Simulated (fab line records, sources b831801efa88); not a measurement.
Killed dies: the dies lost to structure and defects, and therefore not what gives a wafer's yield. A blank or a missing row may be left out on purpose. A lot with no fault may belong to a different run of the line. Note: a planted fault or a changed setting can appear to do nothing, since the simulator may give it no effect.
Which of the tools did it? | flow gf180mcu | 15 lots, 45 wafers sampled, at 6 steps of a route of 602

## WHAT THE GAUGES SHOWED, per wafer
GF_VT_IMPLANT_RS_MEAS_47: measurement is done with a four-point probe. Usual: NWELL_RS gives 488.4 ohm/sq (standard deviation 1.2).
lot  | measured     | on            | NWELL_RS (ohm/sq) | flag
L550 | day 7 11:28  | film metro-01 | 486.8 487.6 486.6 |
L552 | day 8 00:46  | film metro-04 | 489.5 488.8 490.3 |
L555 | day 8 19:53  | film metro-03 | 488.7 489.1 487.4 |
L556 | day 9 02:51  | film metro-04 | 486.7 487.2 486.4 |
L557 | day 9 10:23  | film metro-03 | 490.2 488.0 489.6 |
L564 | day 11 13:07 | film metro-03 | 489.8 489.2 488.9 |
L566 | day 12 02:07 | film metro-04 | 487.8 487.6 486.4 |
L565 | day 12 02:42 | film metro-04 | 487.8 489.6 488.9 |
L567 | day 12 09:34 | film metro-04 | 487.1 488.6 485.7 |
L568 | day 12 12:33 | film metro-04 | 489.3 487.9 487.6 |
L569 | day 12 20:51 | film metro-04 | 487.4 488.4 487.9 |
L570 | day 13 02:56 | film metro-04 | 490.2 488.4 490.5 |
L572 | day 13 19:01 | film metro-04 | 486.6 486.9 487.2 |
L571 | day 13 20:02 | film metro-04 | 487.9 487.4 487.7 |
L573 | day 14 08:55 | film metro-01 | 487.7 488.2 487.6 |

GF_HV_LDD_CD_MEAS_31: target cd 400 nm. Usual: 405.8 nm for cd nm, sd 2.5.
lot  | measured     | on        | cd nm (nm)        | flag
L550 | day 11 12:47 | cd sem-02 | 406.1 409.2 407.2 |
L552 | day 12 02:17 | cd sem-01 | 406.1 405.5 405.1 |
L555 | day 12 23:35 | cd sem-01 | - - -             | OFF
L556 | day 13 08:46 | cd sem-02 | - - -             | OFF
L557 | day 13 20:04 | cd sem-01 | - - -             | OFF
L564 | day 16 02:32 | cd sem-02 | 405.3 405.4 404.6 |
L566 | day 16 18:43 | cd sem-02 | 408.4 404.8 408.4 |
L565 | day 16 23:57 | cd sem-02 | 402.8 401.5 402.2 |
L567 | day 17 04:21 | cd sem-01 | 403.5 403.0 402.2 |
L568 | day 17 07:14 | cd sem-01 | 408.8 409.3 406.4 |
L569 | day 17 16:59 | cd sem-02 | 404.9 406.1 406.9 |
L570 | day 17 23:28 | cd sem-01 | 405.5 408.1 405.6 |
L572 | day 18 18:15 | cd sem-01 | 402.0 399.8 402.2 |
L571 | day 18 19:16 | cd sem-01 | 407.5 406.4 406.2 |
L573 | day 19 07:11 | cd sem-01 | 403.6 402.1 405.2 |

GF_HV_LDD_TW_MEAS_50. Usual: HV_LDD_4_TW gives 574.3 (standard deviation 2.3).
lot  | measured     | on            | HV_LDD_4_TW                               | flag
L550 | day 12 09:16 | film metro-04 | 575.2 572.9 574.6                         |
L552 | day 12 22:11 | film metro-04 | 571.7 572.2 574.9                         |
L555 | day 13 20:45 | film metro-03 | 1471.6 1462.8 1466.9 1462.4 1464.7 1471.9 | OFF
L556 | day 14 06:03 | film metro-03 | 1468.9 1476.1 1470.1 1468.4 1462.3 1467.7 | OFF
L557 | day 14 18:19 | film metro-01 | 1479.5 1469.5 1475.8 1476.4 1471.9 1483.1 | OFF
L564 | day 17 02:34 | film metro-04 | 575.4 578.4 578.1                         |
L566 | day 17 18:35 | film metro-01 | 576.3 575.5 571.7                         |
L565 | day 17 23:32 | film metro-01 | 574.1 577.3 571.4                         |
L567 | day 18 03:59 | film metro-03 | 577.9 575.1 577.3                         |
L568 | day 18 07:04 | film metro-04 | 575.4 572.8 572.4                         |
L569 | day 18 18:27 | film metro-03 | 576.6 577.1 573.7                         |
L570 | day 18 23:42 | film metro-03 | 577.5 573.7 574.7                         |
L572 | day 19 19:26 | film metro-01 | 576.2 575.2 574.9                         |
L571 | day 19 20:26 | film metro-01 | 572.3 573.0 575.2                         |
L573 | day 20 08:15 | film metro-01 | 576.1 573.0 573.2                         |

GF_PSD_OVL_MEAS_08. Usual: PSD_OVL gives 0.0 nm (standard deviation 1.5).
lot  | measured     | on         | PSD_OVL (nm)   | flag
L550 | day 14 04:22 | overlay-01 | 1.7 -0.5 1.4   |
L552 | day 14 18:40 | overlay-01 | -0.8 -1.9 -0.7 |
L564 | day 19 03:52 | overlay-02 | 0.9 0.3 2.6    |
L566 | day 19 22:16 | overlay-01 | -1.6 -2.5 -2.4 |
L565 | day 20 02:40 | overlay-01 | 1.6 0.3 -0.5   |
L567 | day 20 07:49 | overlay-02 | 0.4 1.8 0.7    |
L568 | day 20 11:41 | overlay-01 | 0.1 0.5 -1.0   |
L569 | day 20 22:13 | overlay-01 | -2.5 -1.6 -3.1 |
L570 | day 21 03:54 | overlay-01 | -0.3 -1.7 -2.6 |
L572 | day 21 23:34 | overlay-01 | -1.1 -2.4 -1.1 |
L571 | day 21 23:48 | overlay-02 | 1.5 -0.1 1.3   |
L573 | day 22 10:19 | overlay-01 | 1.1 0.9 0.7    |

GF_CONTACT_OVL_MEAS_15. Usual: CONTACT_OVL gives 3 nm (standard deviation 5.6).
lot  | measured     | on         | CONTACT_OVL (nm) | flag
L550 | day 16 02:21 | overlay-01 | -4 -2 6          |
L552 | day 16 16:40 | overlay-01 | 9 6 5            |
L564 | day 21 06:07 | overlay-01 | 2 2 0            |
L566 | day 22 00:32 | overlay-02 | 5 15 3           |
L565 | day 22 05:03 | overlay-02 | 5 2 -4           |
L567 | day 22 09:54 | overlay-01 | 4 1 -4           |
L568 | day 22 12:58 | overlay-02 | 8 -3 8           |
L569 | day 22 23:04 | overlay-02 | 4 2 -4           |
L570 | day 23 04:17 | overlay-02 | -5 -6 2          |
L572 | day 23 23:48 | overlay-01 | -9 -2 -2         |
L571 | day 24 00:09 | overlay-01 | 1 -4 -5          |
L573 | day 24 10:20 | overlay-02 | 10 7 11          |

## WHAT TOOL EACH LOT RAN ON (gives the tool, then ch and the chambers of the sampled wafers, and finally the start)
lot  | GF_HV_LDD_COAT_26
L550 | litho track-02 ch 0, day 11 03:41
L552 | litho track-01 ch 0, day 11 16:37
L555 | litho track-04, day 12 13:31
L556 | litho track-01, day 12 22:38
L557 | litho track-04, day 13 09:43
L564 | litho track-02 ch 0, day 15 16:08
L566 | litho track-02 ch 0, day 16 07:08
L565 | litho track-01 ch 0, day 16 12:24
L567 | litho track-02 ch 0, day 16 17:47
L568 | litho track-04 ch 0, day 16 19:56
L569 | litho track-02 ch 0, day 17 05:41
L570 | litho track-02 ch 0, day 17 11:48
L572 | litho track-04 ch 0, day 18 06:02
L571 | litho track-02 ch 0, day 18 07:36
L573 | litho track-01 ch 0, day 18 18:57
- GF_HV_LDD_COAT_26: resist thk 1000 nm.

## AS READ BY THE TOOLS THEMSELVES (means over the sampled wafers that have a number; for cases with no such wafer, the mark the record gives instead)
GF_HV_LDD_COAT_26. Usual: chill plate temp C 23.00 C, standard deviation 0.1; dispense pressure kPa 46.0 kPa, standard deviation 1.9.
lot  | tool           | chill plate temp C (C) | dispense pressure kPa (kPa) | flag
L550 | litho track-02 | 22.98                  | 48.6                        |
L552 | litho track-01 | 23.06                  | 43.3                        |
L555 | litho track-04 | -                      | -                           | OFF
L556 | litho track-01 | -                      | -                           | OFF
L557 | litho track-04 | -                      | -                           | OFF
L564 | litho track-02 | 23.09                  | 48.6                        |
L566 | litho track-02 | 23.08                  | 48.6                        |
L565 | litho track-01 | 22.96                  | 43.3                        |
L567 | litho track-02 | 23.03                  | 48.6                        |
L568 | litho track-04 | 23.06                  | 45.5                        |
L569 | litho track-02 | 22.90                  | 48.6                        |
L570 | litho track-02 | 22.93                  | 48.6                        |
L572 | litho track-04 | 23.01                  | 45.5                        |
L571 | litho track-02 | 23.04                  | 48.6                        |
L573 | litho track-01 | 23.09                  | 43.3                        |

## THE ANSWER, worked out from the rows above alone
Rule: a lot is off if the mean of its wafers that have a number lies more than 3 standard deviations from the usual mean. Also off: a lot with no number at a reading for which 4 or more lots have one. The other lots that the step has rows for count as sound. The gauges are gone through in route order, then the tools' own readings, and for those a lot's mean is taken as printed above. The first step at which some lot is off is used, and at that step the reading that is off furthest; a lot without a number counts as furthest.
Off at GF_HV_LDD_CD_MEAS_31 (cd nm): L555, L556, L557. Without a number there: L555, L556, L557.
If a tool, at a process step before that reading, ran all the lots that are off and no sound lot after the first of them, it fits. The gauges at GF_HV_LDD_CD_MEAS_31 aren't tried: what is off there is off at GF_HV_LDD_TW_MEAS_50 too, on other tools, and a gauge's error can't cause that. Not one of the candidates tried fits.

## WHAT THE SIMULATOR PUT IN
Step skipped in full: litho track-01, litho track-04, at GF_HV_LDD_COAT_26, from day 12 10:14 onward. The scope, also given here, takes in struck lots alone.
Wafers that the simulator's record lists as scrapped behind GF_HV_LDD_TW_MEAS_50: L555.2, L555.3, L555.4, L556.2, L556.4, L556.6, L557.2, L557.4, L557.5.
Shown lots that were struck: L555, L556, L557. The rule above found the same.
